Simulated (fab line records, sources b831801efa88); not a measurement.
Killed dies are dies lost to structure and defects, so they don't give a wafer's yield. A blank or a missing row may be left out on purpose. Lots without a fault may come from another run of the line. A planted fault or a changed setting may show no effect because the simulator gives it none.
Problem report in the 8D (eight disciplines) form, filled by code | flow sky130 | the parts of the form that need people (team, actions taken, sign-off) are left out

1. THE PROBLEM
developer_temp_C at SKY_NWELL_DEVELOP_22 reads a mean of 25.31 C on 9 wafers of 3 lots; wafers without a fault read 23.00 C with a standard deviation of 0.11. That is +21 standard deviations from the usual mean.
The step: develop time 60 s.
First seen on wafer L883.1, day 7 14:00, on litho_track-01. The record holds 42 wafers of 14 lots with a number at this step. Rule for "out", or "out of limits": more than 4 standard deviations from the usual mean. The other wafers with a number count as sound.

2. WHAT IT IS AND WHAT IT IS NOT
question                    | is                     | is not
which readings at this step | developer_temp_C       | -
which lots                  | L883, L884, L886       | L874, L875, L877, L878, L880, L890, L893, L894, L895, L896, L897
which wafers of those lots  | all that have a number | -
read on which tools         | litho_track-01         | litho_track-03, litho_track-04
when                        | from day 7 14:00       | up to then (15 sound wafers); but 18 sound wafers of L890, L893, L894, L895, L896, L897 came after

3. SUSPECTS, AND WHAT RULES EACH OUT
Counting: a tool at a process step up to the reading stays a suspect if it ran every lot that is out and no sound lot after the first of them.
- litho_track-01 at SKY_NWELL_DEVELOP_22 (develop time 60 s): ruled out as a lasting fault. Sound lots L895, L896, L897 ran on it after its first lot that is out, L883 (day 7 14:00).
Left after counting: nothing in the record.

4. THE CAUSE (what the simulator had put in)
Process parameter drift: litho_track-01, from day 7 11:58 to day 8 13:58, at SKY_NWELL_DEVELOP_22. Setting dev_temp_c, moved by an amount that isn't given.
Counting ruled it out, wrongly.

5. THE CHAIN OF EFFECTS, in route order
Each row: a reading whose mean over the struck wafers that have a number lies more than 3 standard deviations from the usual. Only readings for which the record gives a usual standard deviation are gone through. hours: the time from each lot's start at the first step in this table that gives one to its start at this step, as a median over the lots. sigmas: the change in usual standard deviations.
hours | step                 | reading          | usual   | on struck wafers | change | sigmas
0     | SKY_NWELL_DEVELOP_22 | developer_temp_C | 23.00 C | 25.31            | +2.31  | +21
The process steps in it:
- SKY_NWELL_DEVELOP_22: develop time 60 s.
Later measuring or inspecting steps at which every struck wafer that the step has a row for has a number for every such reading, and none has moved that far: SKY_NWELL_RS_MEAS_29, SKY_VT_ADJUST_HVTP_CD_MEAS_07.

6. WHAT WOULD HAVE CAUGHT IT SOONER
In this record the first reading out of limits was taken at day 7 14:00, 2 hours after the fault began at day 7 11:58.
